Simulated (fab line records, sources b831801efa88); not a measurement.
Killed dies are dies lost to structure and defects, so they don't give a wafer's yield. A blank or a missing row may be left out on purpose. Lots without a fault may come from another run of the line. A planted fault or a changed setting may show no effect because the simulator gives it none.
Chamber matching | flow gf180mcu | GF_STI_ETCH_14 on rie_si-02: 4 sister chambers
The step etches Si in HBr/Cl2/O2, target depth 360 nm, time 102.9 s. 7 wafers are shown with their chamber, then 6 later ones without.

WAFERS WITH THEIR CHAMBER
wafer  | chamber | oes_product_au (a.u.) | throttle_valve_pct (%)
L716.1 | 1       | 1.005                 | 25.651
L717.1 | 3       | 0.988                 | 25.664
L724.4 | 1       | 0.992                 | 25.662
L725.6 | 2       | 0.979                 | 25.668
L732.3 | 0       | 0.997                 | 25.661
L732.4 | 2       | 0.992                 | 25.665
L732.6 | 3       | 1.004                 | 25.650

WAFERS WITHOUT THEIR CHAMBER
wafer  | oes_product_au (a.u.) | throttle_valve_pct (%)
L735.2 | 0.998                 | 25.663
L735.3 | 0.999                 | 25.666
L735.6 | 0.996                 | 25.665
L736.4 | 0.990                 | 25.674
L736.5 | 0.983                 | 25.685
L736.6 | 0.986                 | 25.670

WHICH CHAMBER EACH WENT THROUGH
wafer  | from the rows above               | in truth
L735.2 | can't be placed: 0 or 3 or 1 or 2 | 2
L735.3 | can't be placed: 0 or 3 or 1 or 2 | 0
L735.6 | can't be placed: 0 or 2 or 3 or 1 | 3
L736.4 | can't be placed: 2 or 0 or 3 or 1 | 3
L736.5 | can't be placed: 2 or 0 or 3 or 1 | 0
L736.6 | can't be placed: 2 or 0 or 3 or 1 | 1
Placed correctly: 0 of 6. Can't be placed from these rows: 6 (the true chamber is among the candidates in 6). Placed wrongly: 0.
How it was worked out, from the rows above alone: a wafer's distance from a chamber is the root of the sum, over the readings, of the square of ((its reading less the chamber's mean) divided by the reading's scatter). The wafer belongs to the nearest chamber; if the next one is less than 2 further off, it can't be placed. A chamber's mean is the mean of its shown wafers. The scatter: the root of (the sum of the squares of (reading less its chamber's mean) over the shown wafers, divided by (wafers less chambers)).
